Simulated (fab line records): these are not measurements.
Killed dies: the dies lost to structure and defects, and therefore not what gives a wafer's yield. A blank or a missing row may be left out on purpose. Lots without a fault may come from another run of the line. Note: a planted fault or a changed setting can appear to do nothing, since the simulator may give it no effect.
What tool caused it? / flow gf180mcu / 6 lots with 18 wafers sampled at 2 steps, on a route of 602 steps

WHAT THE GAUGES SHOWED, per wafer
GF_V2_CD_MEAS_14 targets a cd of 260 nm.
lot=L768; measured=day 20 09:42; on=cd sem-02; cd nm (nm)=261.2 260.6 261.3
lot=L770; measured=day 21 17:26; on=cd sem-01; cd nm (nm)=260.2 259.7 259.9
lot=L773; measured=day 22 16:39; on=cd sem-02; cd nm (nm)=259.0 260.4 259.4
lot=L774; measured=day 23 06:26; on=cd sem-02; cd nm (nm)=257.9 259.3 258.9
lot=L780; measured=day 24 21:12; on=cd sem-02; cd nm (nm)=268.2 260.4 268.4
lot=L787; measured=day 26 23:46; on=cd sem-02; cd nm (nm)=257.6 258.3 258.8

WHICH TOOL RAN EACH LOT (tool, then ch and the chambers of the sampled wafers, then the start)
lot=L768; GF_V2_EXPOSE_11=krf scanner-01 ch 0, day 19 21:34
lot=L770; GF_V2_EXPOSE_11=krf scanner-01 ch 0, day 21 05:22
lot=L773; GF_V2_EXPOSE_11=krf scanner-01 ch 0, day 22 05:07
lot=L774; GF_V2_EXPOSE_11=krf scanner-02 ch 0, day 22 19:50
lot=L780; GF_V2_EXPOSE_11=krf scanner-01 ch 0, day 24 10:24
lot=L787; GF_V2_EXPOSE_11=krf scanner-02 ch 0, day 26 13:50
- GF_V2_EXPOSE_11: exposes mask Via2, target cd 260 nm.

THE ANSWER, worked out from the rows above alone
Rule: the usual values come from the lots themselves. The widest of any qualifying gaps counts: lots, ordered by their means at a reading, are off when they make up no more than a third of the lots, leave a main group of 4 or more, and stand apart from it by 3 or more times the standard deviation of that group's means. A main group whose means are all the same, to the digits that the tables above print for the reading, isn't used. A lot without any number at a reading at which 4 lots or more have one is off too. The other lots that the step has rows for count as sound.
Off, at GF_V2_CD_MEAS_14 on cd nm: L780. For the main group the mean is 259.5 nm and the standard deviation 0.98.
If a tool, at a process step before that reading, ran all the lots that are off and no sound lot after the first of them, it fits. The gauges at GF_V2_CD_MEAS_14 are tried like those tools. One fits: GF_V2_EXPOSE_11 on krf scanner-01. Its last sound lot is L773 (day 22 05:07), its first lot that is off L780 (day 24 10:24): a fault that began between those two fits.

WHAT THE SIMULATOR HAD INSERTED
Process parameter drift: krf scanner-01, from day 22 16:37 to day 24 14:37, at GF_V2_EXPOSE_11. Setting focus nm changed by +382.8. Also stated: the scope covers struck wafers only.
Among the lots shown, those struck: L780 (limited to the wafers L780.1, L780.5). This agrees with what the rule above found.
